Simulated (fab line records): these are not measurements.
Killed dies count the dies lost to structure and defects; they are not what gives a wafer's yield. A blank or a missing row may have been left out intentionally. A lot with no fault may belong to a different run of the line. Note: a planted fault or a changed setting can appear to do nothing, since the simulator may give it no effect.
Matching of chambers / flow sky130 / SKY_PASSIVATION_CVD_00 on pecvd-01 has 3 sister chambers
The step deposits SiO2, target thk 90 nm. 16 wafers are shown with their chamber, then 8 later ones without.

## WAFERS WITH THEIR CHAMBER
wafer=L077.1; chamber=2; heater_power_w (W)=675
wafer=L077.5; chamber=1; heater_power_w (W)=495
wafer=L077.6; chamber=0; heater_power_w (W)=741
wafer=L078.2; chamber=1; heater_power_w (W)=548
wafer=L078.3; chamber=0; heater_power_w (W)=658
wafer=L078.5; chamber=1; heater_power_w (W)=540
wafer=L081.1; chamber=0; heater_power_w (W)=746
wafer=L081.3; chamber=2; heater_power_w (W)=664
wafer=L081.4; chamber=2; heater_power_w (W)=667
wafer=L083.2; chamber=0; heater_power_w (W)=704
wafer=L083.3; chamber=1; heater_power_w (W)=533
wafer=L083.4; chamber=0; heater_power_w (W)=720
wafer=L086.2; chamber=1; heater_power_w (W)=516
wafer=L086.4; chamber=1; heater_power_w (W)=515
wafer=L086.5; chamber=0; heater_power_w (W)=644
wafer=L091.1; chamber=1; heater_power_w (W)=554

SIGNATURES (means of the wafers above)
reading=heater_power_w; chamber 0=702.17; chamber 1=528.71; chamber 2=668.67; scatter within a chamber=30.1
Rule: for a wafer and a chamber, the distance is found by dividing, reading by reading, the gap between the wafer's reading and the chamber's mean by the reading's scatter, squaring, summing and taking the root. The wafer belongs to the nearest chamber; if the next one is less than 2 further off, it can't be placed. The scatter: the root of (the sum of the squares of (reading less its chamber's mean) over the shown wafers, divided by (wafers less chambers)).

## WAFERS WITH NO CHAMBER GIVEN
wafer=L091.4; heater_power_w (W)=558
wafer=L091.5; heater_power_w (W)=634
wafer=L094.1; heater_power_w (W)=444
wafer=L094.5; heater_power_w (W)=472
wafer=L094.6; heater_power_w (W)=606
wafer=L095.1; heater_power_w (W)=682
wafer=L095.3; heater_power_w (W)=644
wafer=L095.4; heater_power_w (W)=535

## THE CHAMBER EACH PASSED THROUGH
wafer=L091.4; from the rows above=1; in truth=1
wafer=L091.5; from the rows above=can't be placed: 2 or 0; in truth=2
wafer=L094.1; from the rows above=1; in truth=1
wafer=L094.5; from the rows above=1; in truth=1
wafer=L094.6; from the rows above=can't be placed: 2 or 1 or 0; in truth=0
wafer=L095.1; from the rows above=can't be placed: 2 or 0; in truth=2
wafer=L095.3; from the rows above=can't be placed: 2 or 0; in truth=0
wafer=L095.4; from the rows above=1; in truth=1
Placed correctly: 4 of 8. Can't be placed from these rows: 4 (the true chamber is among the candidates in 4). Number placed wrongly: 0.
